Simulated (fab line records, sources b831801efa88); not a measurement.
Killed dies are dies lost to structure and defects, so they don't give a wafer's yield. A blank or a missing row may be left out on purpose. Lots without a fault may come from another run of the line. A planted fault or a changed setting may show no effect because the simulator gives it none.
fab line records | flow gf180mcu
record lots=13 wafers=39 last_day=34
route steps=602 shown LVPWELL@63 SALICIDE@281 M1@316
lots that met no fault: from a run of the same line without faults
start_h: hours from the record's first day to the start of the lot's first wafer shown | wait_h: hours since the lot's step before | " the same as in the row above | L1.1+2: a row that stands for several wafers | - no value, or no start given | * or withheld: withheld | < > ~ a bound
route shown NAME@n: a module of which the file shows steps, and the number in the route of the first | usual: mean/standard deviation of fault-free wafers | same: alike in all rows | chamber/n: place in a boat | sites: the reading at each site | _std_site: their standard deviation | _edge_site: outer sites' mean less inner sites' | radius_mm: how far each site lies from the wafer's centre | mask NAME#n: copy n | behind: the tool/chamber that last shaped the wafer | hold: why the lot was held/for how many hours/how that ended | device: the transistor (n, p or np) that didn't switch | end of line: the same wafers' tests at the end of the route | a step without rows: its recipe alone | killed: dies lost to structure and defects at the first sort, not the wafer's yield | map: a wafer's dies, x killed, . not, _ none there
set.NAME: the setting as run; set.NAME@STEP: as run at that earlier step | model.NAME: the simulator's own value behind a step, which no gauge read
steps of the route over a sample of lots; a table a step, a row a wafer
services: from which hour (start_h, from the record's first day; less than 0 if before it) a tool's chamber was out of use, for how many hours, and why
## steps
# step GF_LVPWELL_IMPLANT_09
# recipe species=B energy_kev=60 dose_cm2=5e+12 tilt_deg=0
# columns lot.wafer tool chamber start_h wait_h
L664.2+3+5 implanter-03 0 67.99 0.1
L666.2+3+6 implanter-01 0 79.05 0.1
L666.2+3+6 implanter-01 0 79.37 0.3
L667.1+2+4 implanter-03 0 84.60 0.1
L671.2+5+6 implanter-02 0 113.05 0.1
L671.2+5+6 implanter-02 0 113.37 0.3
L673.1+4+5 implanter-02 0 118.92 0.1
L673.1+4+5 implanter-02 0 119.23 0.3
L679.1+3+6 implanter-03 0 160.91 0.1
L678.3+4+5 implanter-02 0 161.65 0.1
L681.2+5+6 implanter-03 0 167.32 0.1
L680.1+2+6 implanter-01 0 167.65 0.1
L683.1+3+4 implanter-03 0 182.74 0.1
L685.1+4+6 implanter-02 0 190.41 0.1
L686.2+4+6 implanter-03 0 193.74 0.1
L687.3+5+6 implanter-02 0 198.35 0.1
# step GF_LVPWELL_TW_MEAS_11
# usual LVPWELL_TW=560/3.3
# columns lot.wafer tool chamber start_h wait_h LVPWELL_TW
L664.2 film_metro-04 - 68.23 0.1 563
L664.3 " - " " 559
L664.5 " - " " 560
L666.2 film_metro-04 - 79.60 0.1 592
L666.3 " - " " 592
L666.6 " - " " 594
L667.1 film_metro-04 - 84.85 0.1 563
L667.2 " - " " 562
L667.4 " - " " 563
L671.2 film_metro-03 - 113.69 0.2 595
L671.5 " - " " 594
L671.6 " - " " 593
L673.1 film_metro-04 - 119.48 0.1 598
L673.4 " - " " 596
L673.5 " - " " 596
L679.1 film_metro-03 - 161.16 0.1 557
L679.3 " - " " 560
L679.6 " - " " 558
L678.3 film_metro-03 - 161.87 0.1 565
L678.4 " - " " 560
L678.5 " - " " 561
L681.2 film_metro-04 - 167.56 0.1 561
L681.5 " - " " 563
L681.6 " - " " 564
L680.1 film_metro-04 - 167.90 0.1 566
L680.2 " - " " 561
L680.6 " - " " 560
L683.1 film_metro-02 - 182.99 0.1 551
L683.3 " - " " 553
L683.4 " - " " 552
L685.1 film_metro-04 - 190.66 0.1 562
L685.4 " - " " 563
L685.6 " - " " 561
L686.2 film_metro-03 - 193.97 0.1 559
L686.4 " - " " 559
L686.6 " - " " 554
L687.3 film_metro-03 - 198.57 0.1 560
L687.5 " - " " 557
L687.6 " - " " 559
# step GF_VT_IMPLANT_RS_MEAS_48
# recipe thk_meas_gauge=four-point-probe
# usual LVPWELL_RS=1196.5/3
# columns lot.wafer tool chamber start_h wait_h LVPWELL_RS[ohm/sq]
L664.2 film_metro-03 - 152.47 0.1 1195.5
L664.3 " - " " 1194.6
L664.5 " - " " 1195.4
L666.2 film_metro-03 - 166.52 0.1 1034.5
L666.3 " - " " 1032.4
L666.6 " - " " 1031.9
L667.1 film_metro-04 - 171.66 0.1 1195.3
L667.2 " - " " 1195.3
L667.4 " - " " 1193.4
L671.2 film_metro-03 - 209.68 0.1 1031.1
L671.5 " - " " 1028.5
L671.6 " - " " 1031.8
L673.1 film_metro-02 - 216.62 0.1 1030.0
L673.4 " - " " 1028.6
L673.5 " - " " 1031.6
L679.1 film_metro-02 - 266.15 0.1 1198.8
L679.3 " - " " 1197.5
L679.6 " - " " 1198.4
L678.3 film_metro-04 - 269.54 0.1 1199.8
L678.4 " - " " 1201.9
L678.5 " - " " 1199.4
L681.2 film_metro-02 - 274.52 0.1 1197.4
L681.5 " - " " 1198.1
L681.6 " - " " 1199.6
L680.1 film_metro-02 - 275.45 0.1 1193.6
L680.2 " - " " 1194.4
L680.6 " - " " 1190.8
L683.1 film_metro-03 - 293.11 0.1 1194.2
L683.3 " - " " 1195.0
L683.4 " - " " 1194.0
L685.1 film_metro-04 - 302.26 0.1 1198.7
L685.4 " - " " 1200.5
L685.6 " - " " 1199.2
L686.2 film_metro-02 - 305.77 0.1 1196.3
L686.4 " - " " 1192.8
L686.6 " - " " 1197.7
L687.3 film_metro-02 - 311.99 0.1 1196.2
L687.5 " - " " 1198.5
L687.6 " - " " 1196.4
# step GF_SALICIDE_SPUTTER_03
# recipe material=TiN target_thk_nm=20 power_w=6500 time_s=16.7 chamber_pressure_pa=0.4
# usual throttle_valve_pct=29.6/0.96
# columns lot.wafer tool chamber start_h wait_h throttle_valve_pct
L664.2 pvd_sputter-03 - 329.86 0.0 28.5
L664.3 " - " " 30.6
L664.5 " - " " 31.0
L666.2 pvd_sputter-03 - 348.15 0.0 29.0
L666.3 " - " " 31.1
L666.6 " - " " 29.9
L667.1 pvd_sputter-03 - 358.56 0.0 29.6
L667.2 " - " " 30.8
L667.4 " - " " 28.6
L671.2 pvd_sputter-01 - 406.17 0.0 30.8
L671.5 " - " " 30.8
L671.6 " - " " 29.1
L673.1 pvd_sputter-03 - 416.15 0.0 28.5
L673.4 " - " " 29.3
L673.5 " - " " 28.9
L679.1 pvd_sputter-01 - 478.55 0.0 28.9
L679.3 " - " " 30.1
L679.6 " - " " 28.7
L678.3 pvd_sputter-03 - 485.74 0.0 28.8
L678.4 " - " " 30.8
L678.5 " - " " 29.6
L681.2 pvd_sputter-02 - 491.99 0.0 31.0
L681.5 " - " " 28.5
L681.6 " - " " 31.1
L680.1 pvd_sputter-03 - 493.49 0.0 30.7
L680.2 " - " " 29.5
L680.6 " - " " 29.0
L683.1 pvd_sputter-02 - 512.21 0.0 28.6
L683.3 " - " " 28.7
L683.4 " - " " 30.2
L685.1 pvd_sputter-01 - 520.16 0.0 30.4
L685.4 " - " " 30.7
L685.6 " - " " 28.8
L686.2 pvd_sputter-02 - 526.53 0.0 30.9
L686.4 " - " " 28.6
L686.6 " - " " 30.0
L687.3 pvd_sputter-02 - 532.56 0.0 30.2
L687.5 " - " " 31.1
L687.6 " - " " 28.5
# step GF_M1_SPUTTER_01
# recipe material=TiN target_thk_nm=30 power_w=6500 time_s=25 chamber_pressure_pa=0.4
# usual throttle_valve_pct=29.9/0.9
# columns lot.wafer tool chamber start_h wait_h throttle_valve_pct
L664.2 pvd_sputter-04 - 353.39 0.1 30.7
L664.3 " - " " 29.9
L664.5 " - " " 29.7
L666.2 pvd_sputter-01 - 372.36 0.1 28.9
L666.3 " - " " 30.3
L666.6 " - " " 30.1
L667.1 pvd_sputter-02 - 383.11 0.1 31.1
L667.2 " - " " 28.5
L667.4 " - " " 28.6
L671.2 pvd_sputter-04 - 433.86 0.1 30.9
L671.5 " - " " 29.6
L671.6 " - " " 29.5
L673.1 pvd_sputter-02 - 442.75 0.1 30.1
L673.4 " - " " 28.8
L673.5 " - " " 31.1
L679.1 pvd_sputter-02 - 504.78 0.1 31.0
L679.3 " - " " 30.2
L679.6 " - " " 31.2
L678.3 pvd_sputter-04 - 511.93 0.1 29.6
L678.4 " - " " 29.1
L678.5 " - " " 30.1
L681.2 pvd_sputter-01 - 517.34 0.1 30.8
L681.5 " - " " 30.7
L681.6 " - " " 28.7
L680.1 pvd_sputter-02 - 518.97 0.1 28.6
L680.2 " - " " 29.9
L680.6 " - " " 28.6
L683.1 pvd_sputter-04 - 537.97 0.1 29.7
L683.3 " - " " 29.3
L683.4 " - " " 29.8
L685.1 pvd_sputter-01 - 545.74 0.1 30.5
L685.4 " - " " 28.7
L685.6 " - " " 28.9
L686.2 pvd_sputter-01 - 551.38 0.1 30.1
L686.4 " - " " 30.9
L686.6 " - " " 30.9
L687.3 pvd_sputter-02 - 557.76 0.1 29.9
L687.5 " - " " 31.1
L687.6 " - " " 28.8
# step GF_M1_THK_MEAS_06
# recipe thk_meas_gauge=xrf reads=AlCu_of_M1_SPUTTER_02
# usual M1_ALCU_THK=443/5.5
# columns lot.wafer tool chamber start_h wait_h M1_ALCU_THK[nm]
L664.2 film_metro-04 - 353.64 0.1 456
L664.3 " - " " 451
L664.5 " - " " 455
L666.2 film_metro-03 - 372.61 0.1 449
L666.3 " - " " 446
L666.6 " - " " 446
L667.1 film_metro-01 - 383.35 0.1 443
L667.2 " - " " 443
L667.4 " - " " 439
L671.2 film_metro-04 - 434.11 0.1 447
L671.5 " - " " 446
L671.6 " - " " 443
L673.1 film_metro-01 - 443.00 0.1 434
L673.4 " - " " 434
L673.5 " - " " 435
L679.1 film_metro-03 - 505.02 0.1 453
L679.3 " - " " 446
L679.6 " - " " 448
L678.3 film_metro-04 - 512.19 0.1 453
L678.4 " - " " 449
L678.5 " - " " 447
L681.2 film_metro-03 - 517.59 0.1 439
L681.5 " - " " 440
L681.6 " - " " 440
L680.1 film_metro-01 - 519.21 0.1 430
L680.2 " - " " 430
L680.6 " - " " 433
L683.1 film_metro-03 - 538.21 0.1 443
L683.3 " - " " 445
L683.4 " - " " 442
L685.1 film_metro-03 - 545.98 0.1 438
L685.4 " - " " 442
L685.6 " - " " 440
L686.2 film_metro-03 - 551.63 0.1 439
L686.4 " - " " 436
L686.6 " - " " 442
L687.3 film_metro-01 - 558.02 0.1 447
L687.5 " - " " 444
L687.6 " - " " 449
## services
# columns tool chamber start_h hours kind
implanter-02 - 61.86 41.6 repair
implanter-03 - 62.45 3.2 repair
implanter-03 - 71.58 2.1 repair
implanter-03 - 89.57 1.7 repair
pvd_sputter-04 - 110.33 1.0 repair
implanter-02 - 119.87 30.2 pm
pvd_sputter-03 - 145.08 0.9 repair
implanter-02 - 188.24 1.9 repair
pvd_sputter-04 - 241.47 2.8 repair
pvd_sputter-01 - 250.87 2.0 repair
implanter-02 - 285.48 1.2 repair
pvd_sputter-02 - 296.16 6.7 repair
implanter-02 - 298.81 0.6 repair
implanter-03 - 309.31 2.2 repair
implanter-02 - 324.07 12.5 repair
implanter-02 - 353.08 2.9 repair
pvd_sputter-01 - 361.29 10.6 repair
pvd_sputter-03 - 395.73 5.3 repair
implanter-02 - 434.81 3.5 pm
implanter-03 - 456.52 2.6 pm
pvd_sputter-01 - 459.79 1.9 repair
pvd_sputter-02 - 478.38 1.3 repair
pvd_sputter-01 - 520.69 1.6 repair
implanter-02 - 553.60 1.6 repair
## key
first_sign step=GF_LVPWELL_IMPLANT_09 reading=visit direction=added
effect step=GF_LVPWELL_TW_MEAS_11 reading=LVPWELL_TW direction=up sigmas=10 usual=560 struck=595
effect step=GF_VT_IMPLANT_RS_MEAS_48 reading=LVPWELL_RS direction=down sigmas=56 usual=1196.5 struck=1031.2
met_at GF_LVPWELL_IMPLANT_09
struck_lots L666,L671,L673
tester_left_out L666,L671,L673
not_acting_at GF_SALICIDE_SPUTTER_03,GF_M1_SPUTTER_01,GF_M1_THK_MEAS_06
fault kind=repeated_step_whole tool=implanter-01,implanter-02,implanter-03 chamber=- onset_h=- steps=GF_LVPWELL_IMPLANT_09 times=1 scope=struck_lots_only
# tester_left_out: of these lots the tester's yield and bins aren't shown, on N5 and GAA mostly nor the transistor test; their killed dies are dies lost to structure and defects alone, not to doping, threshold or leakage, so they don't give the yield
